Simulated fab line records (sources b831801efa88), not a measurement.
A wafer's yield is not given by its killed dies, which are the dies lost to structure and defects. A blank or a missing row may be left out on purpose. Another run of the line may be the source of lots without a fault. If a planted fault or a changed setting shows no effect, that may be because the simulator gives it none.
fab line records ; flow sfq_line ; part 1 of 2: steps 1 to 24 of 34
record lots=5; wafers=15; last_day=85
route steps=325 shown M1@62 I1@73 M2@88
lots that met no fault: taken from a fault-free run of the same line
start_h: hours from the record's first day to the start of the lot's first wafer shown ; wait_h: time in hours since the lot's previous step ; " the same as in the row above ; L1.1+2: a single row standing in for several wafers ; - no value, or no start was given ; * or withheld: withheld ; < > ~ a bound
route shown NAME@n: NAME is a module with steps in the file, n the number in the route of the first one ; usual: mean/standard deviation taken from wafers without a fault ; same: alike in all rows ; chamber/n: place in a boat ; sites: the reading at each site ; _std_site: standard deviation across them ; _edge_site: mean of outer sites minus mean of inner sites ; radius_mm: how far each site lies from the wafer's centre ; mask NAME#n: copy n ; behind: the last tool/chamber to shape the wafer ; hold: cause of the lot's hold/its duration in hours/its outcome ; device: the transistor (n, p or np) that didn't switch ; end of line: the same wafers' tests at the end of the route ; a step given without rows: its recipe and nothing more ; killed: dies that structure and defects cost at the first sort, which is not the same as the wafer's yield ; map: the dies of a wafer, with x for killed, . for not killed, _ for no die there
set.NAME: the setting that was run; set.NAME@STEP: the one run at that earlier step ; model.NAME: the simulator's own value behind a step, which no gauge read
certain route steps with their lots: each step a table, each wafer a row
services: a tool's chamber out of use, with start hour (start_h, from the record's first day; less than 0 if before it), hours out, and reason
## steps
# step SFQ_TRILAYER_M1_LITHO_COAT_044
# recipe resist=BARC; spin_rpm=3000; resist_thk_nm=62
# usual chill_plate_temp_C=23.00/0.13; dispense_pressure_kPa=49/5.3
lot.wafer;tool;chamber;start_h;wait_h;chill_plate_temp_C;dispense_pressure_kPa
L078.1;litho_track-01;0;327.56;0.1;22.93;42
L078.3;litho_track-01;0;327.56;0.1;22.87;42
L078.5;litho_track-01;0;327.56;0.1;22.93;42
L080.2;litho_track-04;0;340.81;0.1;23.02;55
L080.3;litho_track-04;0;340.81;0.1;22.99;55
L080.4;litho_track-04;0;340.81;0.1;23.19;55
L083.1;litho_track-03;0;363.56;0.1;22.93;46
L083.3;litho_track-03;0;363.56;0.1;22.90;46
L083.5;litho_track-03;0;363.56;0.1;22.95;46
L084.2;litho_track-01;0;364.86;0.1;22.76;42
L084.3;litho_track-01;0;364.86;0.1;22.99;42
L084.6;litho_track-01;0;364.86;0.1;22.82;42
L088.1;litho_track-04;0;390.55;0.1;23.00;55
L088.3;litho_track-04;0;390.55;0.1;22.95;55
L088.4;litho_track-04;0;390.55;0.1;22.91;55
# step SFQ_TRILAYER_M1_LITHO_COAT_039
# recipe resist=KrF; spin_rpm=3000; resist_thk_nm=600
# usual chill_plate_temp_C=23.01/0.11; dispense_pressure_kPa=49/5.3
lot.wafer;tool;chamber;start_h;wait_h;chill_plate_temp_C;dispense_pressure_kPa
L078.1;litho_track-01;0;327.86;0.2;23.10;42
L078.3;litho_track-01;0;327.86;0.2;23.19;42
L078.5;litho_track-01;0;327.86;0.2;23.18;42
L080.2;litho_track-04;0;341.11;0.2;23.04;55
L080.3;litho_track-04;0;341.11;0.2;23.04;55
L080.4;litho_track-04;0;341.11;0.2;22.87;55
L083.1;litho_track-03;0;363.86;0.2;23.03;46
L083.3;litho_track-03;0;363.86;0.2;23.09;46
L083.5;litho_track-03;0;363.86;0.2;23.00;46
L084.2;litho_track-01;0;365.16;0.2;23.09;42
L084.3;litho_track-01;0;365.16;0.2;23.05;42
L084.6;litho_track-01;0;365.16;0.2;23.03;42
L088.1;litho_track-04;0;390.85;0.2;23.15;55
L088.3;litho_track-04;0;390.85;0.2;23.06;55
L088.4;litho_track-04;0;390.85;0.2;23.07;55
# step SFQ_TRILAYER_M1_LITHO_SOFTBAKE_043
# recipe temp_c=withheld; time_s=withheld; resist=KrF
# usual chill_plate_temp_C=*
lot.wafer;tool;chamber;start_h;wait_h;chill_plate_temp_C
L078.1;litho_track-01;0;328.16;0.2;*
L078.3;litho_track-01;0;328.16;0.2;*
L078.5;litho_track-01;0;328.16;0.2;*
L080.2;litho_track-04;0;341.38;0.2;*
L080.3;litho_track-04;0;341.38;0.2;*
L080.4;litho_track-04;0;341.38;0.2;*
L083.1;litho_track-03;0;364.16;0.2;*
L083.3;litho_track-03;0;364.16;0.2;*
L083.5;litho_track-03;0;364.16;0.2;*
L084.2;litho_track-01;0;365.44;0.2;*
L084.3;litho_track-01;0;365.44;0.2;*
L084.6;litho_track-01;0;365.44;0.2;*
L088.1;litho_track-04;0;391.15;0.2;*
L088.3;litho_track-04;0;391.15;0.2;*
L088.4;litho_track-04;0;391.15;0.2;*
# step SFQ_TRILAYER_M1_LITHO_EXPOSE_040
# recipe mask_id=M1; na=0.6; source_shape=conventional; sigma_outer=0.65; target_cd_nm=500; dose_mj=14.4
lot.wafer;tool;chamber;start_h;wait_h;mask
L078.1+3+5;krf_scanner-02;0;440.59;-;M1#0
L080.2+3+4;krf_scanner-02;0;455.31;-;M1#0
L083.1+3+5;krf_scanner-02;0;470.71;-;M1#0
L084.2+3+6;krf_scanner-02;0;472.11;-;M1#0
L088.1+3+4;krf_scanner-02;0;508.64;-;M1#0
# step SFQ_TRILAYER_M1_LITHO_PEB_042
# recipe peb_temp_c=115; peb_time_s=60; resist=KrF
# usual chill_plate_temp_C=23.04/0.12
lot.wafer;tool;chamber;start_h;wait_h;chill_plate_temp_C
L078.1;litho_track-04;0;441.79;1.0;23.02
L078.3;litho_track-04;0;441.79;1.0;23.16
L078.5;litho_track-04;0;441.79;1.0;23.08
L080.2;litho_track-03;0;456.34;0.8;23.21
L080.3;litho_track-03;0;456.34;0.8;23.09
L080.4;litho_track-03;0;456.34;0.8;23.13
L083.1;litho_track-01;0;471.91;1.0;22.93
L083.3;litho_track-01;0;471.91;1.0;23.09
L083.5;litho_track-01;0;471.91;1.0;23.10
L084.2;litho_track-01;0;473.14;0.8;23.02
L084.3;litho_track-01;0;473.14;0.8;23.02
L084.6;litho_track-01;0;473.14;0.8;23.05
L088.1;litho_track-03;0;509.84;1.0;23.17
L088.3;litho_track-03;0;509.84;1.0;23.21
L088.4;litho_track-03;0;509.84;1.0;23.08
# step SFQ_TRILAYER_M1_LITHO_DEVELOP_041
# recipe time_s=60; resist=KrF
# usual chill_plate_temp_C=23.00/0.11
lot.wafer;tool;chamber;start_h;wait_h;chill_plate_temp_C
L078.1;litho_track-04;0;441.94;0.1;22.94
L078.3;litho_track-04;0;441.94;0.1;23.09
L078.5;litho_track-04;0;441.94;0.1;23.05
L080.2;litho_track-03;0;456.49;0.1;22.97
L080.3;litho_track-03;0;456.49;0.1;22.96
L080.4;litho_track-03;0;456.49;0.1;22.84
L083.1;litho_track-01;0;472.06;0.1;23.16
L083.3;litho_track-01;0;472.06;0.1;23.05
L083.5;litho_track-01;0;472.06;0.1;23.01
L084.2;litho_track-01;0;473.29;0.1;23.11
L084.3;litho_track-01;0;473.29;0.1;22.91
L084.6;litho_track-01;0;473.29;0.1;23.03
L088.1;litho_track-03;0;509.99;0.1;22.93
L088.3;litho_track-03;0;509.99;0.1;23.02
L088.4;litho_track-03;0;509.99;0.1;23.04
# step SFQ_M1_OVL_MEAS_911
# usual M1_OVL=3/5.8
lot.wafer;tool;chamber;start_h;wait_h;M1_OVL[nm]
L078.1;overlay-01;-;442.09;0.1;0
L078.3;overlay-01;-;442.09;0.1;2
L078.5;overlay-01;-;442.09;0.1;-2
L080.2;overlay-02;-;456.62;0.1;6
L080.3;overlay-02;-;456.62;0.1;4
L080.4;overlay-02;-;456.62;0.1;0
L083.1;overlay-02;-;472.21;0.1;1
L083.3;overlay-02;-;472.21;0.1;-3
L083.5;overlay-02;-;472.21;0.1;-3
L084.2;overlay-01;-;473.42;0.1;10
L084.3;overlay-01;-;473.42;0.1;-1
L084.6;overlay-01;-;473.42;0.1;6
L088.1;overlay-01;-;510.14;0.1;-3
L088.3;overlay-01;-;510.14;0.1;2
L088.4;overlay-01;-;510.14;0.1;-5
# step SFQ_TRILAYER_M1_BARC_OPEN_METAL_ETCH_054
# recipe mask_material=PR; chemistry=O2; target_depth_nm=125; target=BARC; icp_w=600; bias_w=80; pressure_mtorr=10; time_s=41.7
# usual bias_w=79.98/0.22; drypump_motor_current_A=5.6/0.67; oes_product_au=0.685/0.0053
lot.wafer;tool;chamber;start_h;wait_h;bias_w;drypump_motor_current_A;oes_product_au;rf_hours_counter_h
L078.1;rie_metal-02;0;442.12;0.0;80.09;5.0;0.687;8
L078.3;rie_metal-02;1;442.12;0.0;80.19;5.7;0.672;-
L078.5;rie_metal-02;0;442.12;0.0;79.87;5.0;0.668;-
L080.2;rie_metal-01;1;456.65;0.0;80.02;6.6;0.680;142
L080.3;rie_metal-01;1;456.65;0.0;80.34;6.6;0.676;-
L080.4;rie_metal-01;0;456.65;0.0;79.97;5.1;0.681;-
L083.1;rie_metal-01;0;472.25;0.0;80.08;5.1;0.680;4
L083.3;rie_metal-01;0;472.25;0.0;79.73;5.1;0.692;-
L083.5;rie_metal-01;1;472.25;0.0;80.04;6.6;0.673;-
L084.2;rie_metal-03;1;473.47;0.0;79.69;5.3;0.690;-
L084.3;rie_metal-03;1;473.47;0.0;80.21;5.3;0.685;-
L084.6;rie_metal-03;1;473.47;0.0;79.95;5.2;0.677;-
L088.1;rie_metal-02;0;510.18;0.0;79.96;5.0;0.684;17
L088.3;rie_metal-02;1;510.18;0.0;79.55;5.7;0.672;-
L088.4;rie_metal-02;0;510.18;0.0;79.92;5.0;0.682;-
# step SFQ_TRILAYER_M1_ETCH_METAL_ETCH_042
# recipe target=Nb; stop_on=SiO2; mask_material=PR; chemistry=Cl2/Ar; target_depth_nm=240; icp_w=600; bias_w=80; pressure_mtorr=10; time_s=120
# usual bias_w=79.93/0.24; drypump_motor_current_A=5.6/0.67; oes_product_au=0.894/0.0073
lot.wafer;tool;chamber;start_h;wait_h;bias_w;drypump_motor_current_A;oes_product_au;rf_hours_counter_h
L078.1;rie_metal-02;0;442.18;0.0;79.63;5.0;0.901;8
L078.3;rie_metal-02;1;442.18;0.0;79.88;5.7;0.895;-
L078.5;rie_metal-02;0;442.18;0.0;79.71;5.0;0.897;-
L080.2;rie_metal-01;1;456.71;0.0;79.71;6.7;0.896;142
L080.3;rie_metal-01;1;456.71;0.0;79.91;6.7;0.896;-
L080.4;rie_metal-01;0;456.71;0.0;79.80;5.1;0.892;-
L083.1;rie_metal-01;0;472.31;0.0;80.05;5.1;0.887;4
L083.3;rie_metal-01;0;472.31;0.0;79.83;5.1;0.880;-
L083.5;rie_metal-01;1;472.31;0.0;80.10;6.7;0.891;-
L084.2;rie_metal-03;1;473.61;0.1;79.70;5.3;0.882;-
L084.3;rie_metal-03;1;473.61;0.1;79.60;5.3;0.895;-
L084.6;rie_metal-03;1;473.61;0.1;79.82;5.3;0.879;-
L088.1;rie_metal-02;0;510.24;0.0;80.24;5.0;0.906;17
L088.3;rie_metal-02;1;510.24;0.0;79.96;5.7;0.895;-
L088.4;rie_metal-02;0;510.24;0.0;79.63;5.0;0.895;-
# step SFQ_TRILAYER_M1_STRIP_STRIP_043
# recipe gas=O2; power_w=200; platen_temp_c=40; overash_fraction=0.65; chemistry=O2; pressure_mtorr=50
# usual drypump_motor_current_A=5.6/0.67; oes_product_au=0.995/0.0096
lot.wafer;tool;chamber;start_h;wait_h;drypump_motor_current_A;oes_product_au;rf_hours_counter_h
L078.1;rie_metal-02;0;442.31;0.1;5.0;0.991;8
L078.3;rie_metal-02;1;442.31;0.1;5.7;0.991;-
L078.5;rie_metal-02;0;442.31;0.1;5.0;0.994;-
L080.2;rie_metal-01;1;456.83;0.1;6.6;0.982;142
L080.3;rie_metal-01;1;456.83;0.1;6.6;0.989;-
L080.4;rie_metal-01;0;456.83;0.1;5.1;1.000;-
L083.1;rie_metal-01;0;472.43;0.1;5.1;0.996;4
L083.3;rie_metal-01;0;472.43;0.1;5.1;0.996;-
L083.5;rie_metal-01;1;472.43;0.1;6.6;0.980;-
L084.2;rie_metal-03;1;474.02;0.4;5.3;1.009;-
L084.3;rie_metal-03;1;474.02;0.4;5.2;1.011;-
L084.6;rie_metal-03;1;474.02;0.4;5.3;1.006;-
L088.1;rie_metal-02;0;510.36;0.1;5.0;0.985;17
L088.3;rie_metal-02;1;510.36;0.1;5.7;0.987;-
L088.4;rie_metal-02;0;510.36;0.1;5.0;0.990;-
# step SFQ_TRILAYER_M1_STRIP_SOLV_CLEAN_044
# recipe chemistry=NMP; temp_c=70; time_s=600
lot.wafer;tool;chamber;start_h;wait_h
L078.1+3+5;wet_bench-02;4,0,5;442.91;0.4
L080.2+3+4;wet_bench-02;1,0,5;457.43;0.4
L083.1+3+5;wet_bench-01;6,5,1;473.03;0.4
L084.2+3+6;wet_bench-04;6,7,2;475.02;0.8
L088.1+3+4;wet_bench-02;2,7,0;510.96;0.4
# step SFQ_TRILAYER_I1_DEP_PECVD_045
# recipe material=SiO2; temp_c=150; time_s=111.11; pressure_torr=2.4; rf_w=183.3; precursor=SiH4/N2O; target_thk_nm=500
# usual heater_power_w=93/11; throttle_valve_pct=24.3/1.4
lot.wafer;tool;chamber;start_h;wait_h;heater_power_w;throttle_valve_pct
L078.1;pecvd-03;1;443.08;0.0;93;24.4
L078.3;pecvd-03;2;443.08;0.0;80;22.7
L078.5;pecvd-03;1;443.08;0.0;96;24.7
L080.2;pecvd-03;2;457.61;0.0;83;22.7
L080.3;pecvd-03;0;457.61;0.0;109;23.2
L080.4;pecvd-03;1;457.61;0.0;95;24.8
L083.1;pecvd-02;0;473.21;0.0;99;24.0
L083.3;pecvd-02;1;473.21;0.0;102;25.2
L083.5;pecvd-02;1;473.21;0.0;84;25.4
L084.2;pecvd-01;2;475.19;0.0;105;24.6
L084.3;pecvd-01;0;475.19;0.0;69;27.6
L084.6;pecvd-01;1;475.19;0.0;97;25.4
L088.1;pecvd-02;1;511.14;0.0;98;25.3
L088.3;pecvd-02;0;511.14;0.0;87;23.9
L088.4;pecvd-02;0;511.14;0.0;91;24.0
# step SFQ_TRILAYER_I1_CMP_CMP_046
# recipe material=SiO2; down_force_psi=3; platen_rpm=60; pad_velocity_m_s=0.94248
# usual motor_current_A=10.6/1.3; time_to_endpoint_s=215/6.8
lot.wafer;tool;chamber;start_h;wait_h;motor_current_A;time_to_endpoint_s
L078.1;cmp-01;2;446.28;3.2;10.1;211
L078.3;cmp-01;3;446.28;3.2;10.3;223
L078.5;cmp-01;2;448.28;5.1;10.2;207
L080.2;cmp-01;1;464.28;6.6;9.9;217
L080.4;cmp-01;3;465.28;7.6;10.5;226
L080.3;cmp-01;0;465.28;7.6;9.1;220
L083.1;cmp-01;2;476.78;3.5;10.6;204
L083.3;cmp-01;3;476.78;3.5;11.0;210
L083.5;cmp-01;1;478.28;5.0;9.5;214
L084.3;cmp-02;3;477.06;1.8;11.8;216
L084.2;cmp-02;2;478.56;3.3;9.6;211
L084.6;cmp-02;0;479.56;4.3;10.4;224
L088.3;cmp-02;1;511.21;0.0;12.8;205
L088.1;cmp-02;2;511.21;0.0;9.5;204
L088.4;cmp-02;3;511.21;0.0;12.1;215
# step SFQ_I1_BOW_MEAS_912
# recipe mode=bow
# usual I1_BOW=1/7.5
lot.wafer;tool;chamber;start_h;wait_h;I1_BOW[um]
L078.1;film_metro-03;-;449.28;2.5;-2
L078.3;film_metro-03;-;449.28;2.5;3
L078.5;film_metro-03;-;449.28;2.5;-10
L080.2;film_metro-01;-;467.30;2.5;-6
L080.3;film_metro-01;-;467.30;2.5;-3
L080.4;film_metro-01;-;467.30;2.5;-3
L083.1;film_metro-04;-;479.28;2.0;6
L083.3;film_metro-04;-;479.28;2.0;-5
L083.5;film_metro-04;-;479.28;2.0;7
L084.2;film_metro-01;-;480.08;1.0;15
L084.3;film_metro-01;-;480.08;1.0;9
L084.6;film_metro-01;-;480.08;1.0;18
L088.1;film_metro-01;-;514.21;2.0;-1
L088.3;film_metro-01;-;514.21;2.0;2
L088.4;film_metro-01;-;514.21;2.0;-3
# step SFQ_TRILAYER_I1_METRO_MEASURE_047
# usual thk_nm=199.8/1
lot.wafer;tool;chamber;start_h;wait_h;thk_nm
L078.1;film_metro-03;-;449.40;0.1;198.7
L078.3;film_metro-03;-;449.40;0.1;200.5
L078.5;film_metro-03;-;449.40;0.1;198.7
L080.2;film_metro-01;-;467.60;0.3;200.2
L080.3;film_metro-01;-;467.60;0.3;199.5
L080.4;film_metro-01;-;467.60;0.3;201.6
L083.1;film_metro-04;-;479.40;0.1;200.4
L083.3;film_metro-04;-;479.40;0.1;201.6
L083.5;film_metro-04;-;479.40;0.1;199.9
L084.2;film_metro-01;-;480.38;0.3;200.5
L084.3;film_metro-01;-;480.38;0.3;200.2
L084.6;film_metro-01;-;480.38;0.3;200.6
L088.1;film_metro-01;-;514.33;0.1;200.0
L088.3;film_metro-01;-;514.33;0.1;199.7
L088.4;film_metro-01;-;514.33;0.1;198.6
# step SFQ_TRILAYER_I1_VIA_LITHO_COAT_054
# recipe resist=BARC; spin_rpm=3000; resist_thk_nm=62
# usual chill_plate_temp_C=22.97/0.096; dispense_pressure_kPa=44.3/2.4
lot.wafer;tool;chamber;start_h;wait_h;chill_plate_temp_C;dispense_pressure_kPa
L078.1;litho_track-01;0;450.60;1.0;23.05;42.0
L078.3;litho_track-01;0;450.60;1.0;22.94;41.9
L078.5;litho_track-01;0;450.60;1.0;23.04;42.0
L080.2;litho_track-02;0;468.65;0.8;22.97;47.0
L080.3;litho_track-02;0;468.65;0.8;22.93;47.0
L080.4;litho_track-02;0;468.65;0.8;23.00;47.1
L083.1;litho_track-02;0;480.60;1.0;22.94;47.1
L083.3;litho_track-02;0;480.60;1.0;23.04;47.0
L083.5;litho_track-02;0;480.60;1.0;23.01;47.1
L084.2;litho_track-03;0;481.43;0.8;22.88;46.3
L084.3;litho_track-03;0;481.43;0.8;22.93;46.3
L084.6;litho_track-03;0;481.43;0.8;22.70;46.2
L088.1;litho_track-02;0;515.53;1.0;22.99;47.0
L088.3;litho_track-02;0;515.53;1.0;22.97;47.0
L088.4;litho_track-02;0;515.53;1.0;23.02;47.1
# step SFQ_TRILAYER_I1_VIA_LITHO_COAT_049
# recipe resist=KrF; spin_rpm=3000; resist_thk_nm=650
# usual chill_plate_temp_C=22.99/0.11; dispense_pressure_kPa=44.3/2.4
lot.wafer;tool;chamber;start_h;wait_h;chill_plate_temp_C;dispense_pressure_kPa
L078.1;litho_track-01;0;450.90;0.2;23.18;41.9
L078.3;litho_track-01;0;450.90;0.2;23.00;42.0
L078.5;litho_track-01;0;450.90;0.2;22.88;41.9
L080.2;litho_track-02;0;468.95;0.2;22.82;47.1
L080.3;litho_track-02;0;468.95;0.2;22.99;47.0
L080.4;litho_track-02;0;468.95;0.2;22.98;47.0
L083.1;litho_track-02;0;480.90;0.2;22.92;47.1
L083.3;litho_track-02;0;480.90;0.2;23.00;47.1
L083.5;litho_track-02;0;480.90;0.2;23.02;47.0
L084.2;litho_track-03;0;481.73;0.2;23.06;46.3
L084.3;litho_track-03;0;481.73;0.2;22.86;46.3
L084.6;litho_track-03;0;481.73;0.2;23.06;46.3
L088.1;litho_track-02;0;515.83;0.2;23.01;47.0
L088.3;litho_track-02;0;515.83;0.2;23.04;47.0
L088.4;litho_track-02;0;515.83;0.2;22.98;47.1
# step SFQ_TRILAYER_I1_VIA_LITHO_SOFTBAKE_053
# recipe temp_c=withheld; time_s=withheld; resist=KrF
# usual chill_plate_temp_C=*
lot.wafer;tool;chamber;start_h;wait_h;chill_plate_temp_C
L078.1;litho_track-01;0;451.20;0.2;*
L078.3;litho_track-01;0;451.20;0.2;*
L078.5;litho_track-01;0;451.20;0.2;*
L080.2;litho_track-02;0;469.23;0.2;*
L080.3;litho_track-02;0;469.23;0.2;*
L080.4;litho_track-02;0;469.23;0.2;*
L083.1;litho_track-02;0;481.20;0.2;*
L083.3;litho_track-02;0;481.20;0.2;*
L083.5;litho_track-02;0;481.20;0.2;*
L084.2;litho_track-03;0;482.00;0.2;*
L084.3;litho_track-03;0;482.00;0.2;*
L084.6;litho_track-03;0;482.00;0.2;*
L088.1;litho_track-02;0;516.13;0.2;*
L088.3;litho_track-02;0;516.13;0.2;*
L088.4;litho_track-02;0;516.13;0.2;*
# step SFQ_TRILAYER_I1_VIA_LITHO_EXPOSE_050
# recipe mask_id=I1; na=0.6; source_shape=conventional; sigma_outer=0.65; target_cd_nm=500; dose_mj=21.3
lot.wafer;tool;chamber;start_h;wait_h;mask
L078.1+3+5;krf_scanner-01;0;571.71;-;I1#0
L080.2+3+4;krf_scanner-01;0;593.51;-;I1#0
L083.1+3+5;krf_scanner-01;0;604.71;-;I1#0
L084.2+3+6;krf_scanner-01;0;606.11;-;I1#0
L088.1+3+4;krf_scanner-01;0;649.76;-;I1#0
# step SFQ_TRILAYER_I1_VIA_LITHO_PEB_052
# recipe peb_temp_c=115; peb_time_s=60; resist=KrF
# usual chill_plate_temp_C=23.01/0.11
lot.wafer;tool;chamber;start_h;wait_h;chill_plate_temp_C
L078.1;litho_track-02;0;572.91;1.0;22.99
L078.3;litho_track-02;0;572.91;1.0;22.96
L078.5;litho_track-02;0;572.91;1.0;22.89
L080.2;litho_track-02;0;594.54;0.8;23.07
L080.3;litho_track-02;0;594.54;0.8;23.04
L080.4;litho_track-02;0;594.54;0.8;23.01
L083.1;litho_track-03;0;605.91;1.0;23.03
L083.3;litho_track-03;0;605.91;1.0;23.06
L083.5;litho_track-03;0;605.91;1.0;22.95
L084.2;litho_track-02;0;607.14;0.8;22.97
L084.3;litho_track-02;0;607.14;0.8;22.87
L084.6;litho_track-02;0;607.14;0.8;22.85
L088.1;litho_track-01;0;650.96;1.0;22.96
L088.3;litho_track-01;0;650.96;1.0;23.10
L088.4;litho_track-01;0;650.96;1.0;22.93
# step SFQ_TRILAYER_I1_VIA_LITHO_DEVELOP_051
# recipe time_s=60; resist=KrF
# usual chill_plate_temp_C=22.99/0.088
lot.wafer;tool;chamber;start_h;wait_h;chill_plate_temp_C
L078.1;litho_track-02;0;573.06;0.1;23.07
L078.3;litho_track-02;0;573.06;0.1;22.98
L078.5;litho_track-02;0;573.06;0.1;23.04
L080.2;litho_track-02;0;594.69;0.1;23.03
L080.3;litho_track-02;0;594.69;0.1;23.07
L080.4;litho_track-02;0;594.69;0.1;23.00
L083.1;litho_track-03;0;606.06;0.1;22.95
L083.3;litho_track-03;0;606.06;0.1;23.03
L083.5;litho_track-03;0;606.06;0.1;22.98
L084.2;litho_track-02;0;607.29;0.1;22.88
L084.3;litho_track-02;0;607.29;0.1;22.92
L084.6;litho_track-02;0;607.29;0.1;22.77
L088.1;litho_track-01;0;651.11;0.1;23.08
L088.3;litho_track-01;0;651.11;0.1;23.16
L088.4;litho_track-01;0;651.11;0.1;23.12
# step SFQ_I1_OVL_MEAS_913
# usual I1_OVL=-1/4.4
lot.wafer;tool;chamber;start_h;wait_h;I1_OVL[nm]
L078.1;overlay-02;-;573.21;0.1;5
L078.3;overlay-02;-;573.21;0.1;4
L078.5;overlay-02;-;573.21;0.1;1
L080.2;overlay-02;-;594.82;0.1;-7
L080.3;overlay-02;-;594.82;0.1;5
L080.4;overlay-02;-;594.82;0.1;-7
L083.1;overlay-01;-;606.21;0.1;0
L083.3;overlay-01;-;606.21;0.1;-2
L083.5;overlay-01;-;606.21;0.1;-3
L084.2;overlay-01;-;607.42;0.1;-6
L084.3;overlay-01;-;607.42;0.1;-2
L084.6;overlay-01;-;607.42;0.1;-3
L088.1;overlay-02;-;651.26;0.1;6
L088.3;overlay-02;-;651.26;0.1;5
L088.4;overlay-02;-;651.26;0.1;4
# step SFQ_TRILAYER_I1_VIA_BARC_OPEN_VIA_ETCH_071
# recipe mask_material=PR; chemistry=O2; target_depth_nm=125; target=BARC; source_w=500; bias_w=80; pressure_mtorr=30; time_s=41.7
# usual bias_w=80.02/0.25; drypump_motor_current_A=5.7/0.36; oes_product_au=0.686/0.0046
lot.wafer;tool;chamber;start_h;wait_h;bias_w;drypump_motor_current_A;oes_product_au;rf_hours_counter_h
L078.1;rie_diel-04;3;573.25;0.0;79.99;6.2;0.687;4
L078.3;rie_diel-04;1;573.25;0.0;80.01;5.7;0.680;3
L078.5;rie_diel-04;2;573.25;0.0;80.48;6.0;0.689;-
L080.2;rie_diel-01;2;594.85;0.0;79.99;6.0;0.684;1
L080.3;rie_diel-01;0;594.85;0.0;79.84;5.4;0.686;3
L080.4;rie_diel-01;3;594.85;0.0;79.98;5.2;0.690;8
L083.1;rie_diel-03;1;606.25;0.0;80.17;5.7;0.681;11
L083.3;rie_diel-03;3;606.25;0.0;79.52;5.3;0.678;8
L083.5;rie_diel-03;0;606.25;0.0;80.09;5.3;0.687;-
L084.2;rie_diel-01;0;607.45;0.0;80.13;5.4;0.687;3
L084.3;rie_diel-01;1;607.45;0.0;79.97;5.8;0.679;6
L084.6;rie_diel-01;2;607.45;0.0;80.39;5.9;0.691;-
L088.1;rie_diel-01;1;651.30;0.0;80.18;5.8;0.679;7
L088.3;rie_diel-01;2;651.30;0.0;79.95;6.0;0.683;1
L088.4;rie_diel-01;0;651.30;0.0;80.24;5.4;0.689;3
# step SFQ_TRILAYER_I1_VIA_ETCH_VIA_ETCH_052
# recipe target=SiO2; stop_on=Nb; mask_material=PR; taper_deg=20; chemistry=CHF3; target_depth_nm=260; source_w=500; bias_w=80; pressure_mtorr=30; time_s=withheld
# usual bias_w=80.02/0.23; drypump_motor_current_A=5.7/0.37; oes_product_au=0.854/0.0053
lot.wafer;tool;chamber;start_h;wait_h;bias_w;drypump_motor_current_A;oes_product_au
L078.1;rie_diel-04;3;573.29;0.0;79.65;6.2;0.844
L078.3;rie_diel-04;1;573.29;0.0;79.71;5.8;0.857
L078.5;rie_diel-04;2;573.29;0.0;80.13;6.0;0.851
L080.2;rie_diel-01;2;594.89;0.0;79.72;6.0;0.852
L080.3;rie_diel-01;0;594.89;0.0;80.14;5.4;0.857
L080.4;rie_diel-01;3;594.89;0.0;79.87;5.2;0.862
L083.1;rie_diel-03;1;606.29;0.0;80.17;5.7;0.861
L083.3;rie_diel-03;3;606.29;0.0;79.74;5.3;0.861
L083.5;rie_diel-03;0;606.29;0.0;80.37;5.3;0.857
L084.2;rie_diel-01;0;607.49;0.0;80.48;5.4;0.855
L084.3;rie_diel-01;1;607.49;0.0;80.44;5.8;0.856
L084.6;rie_diel-01;2;607.49;0.0;79.97;6.0;0.862
L088.1;rie_diel-01;1;651.34;0.0;79.70;5.8;0.859
L088.3;rie_diel-01;2;651.34;0.0;80.27;6.0;0.858
L088.4;rie_diel-01;0;651.34;0.0;80.25;5.4;0.854
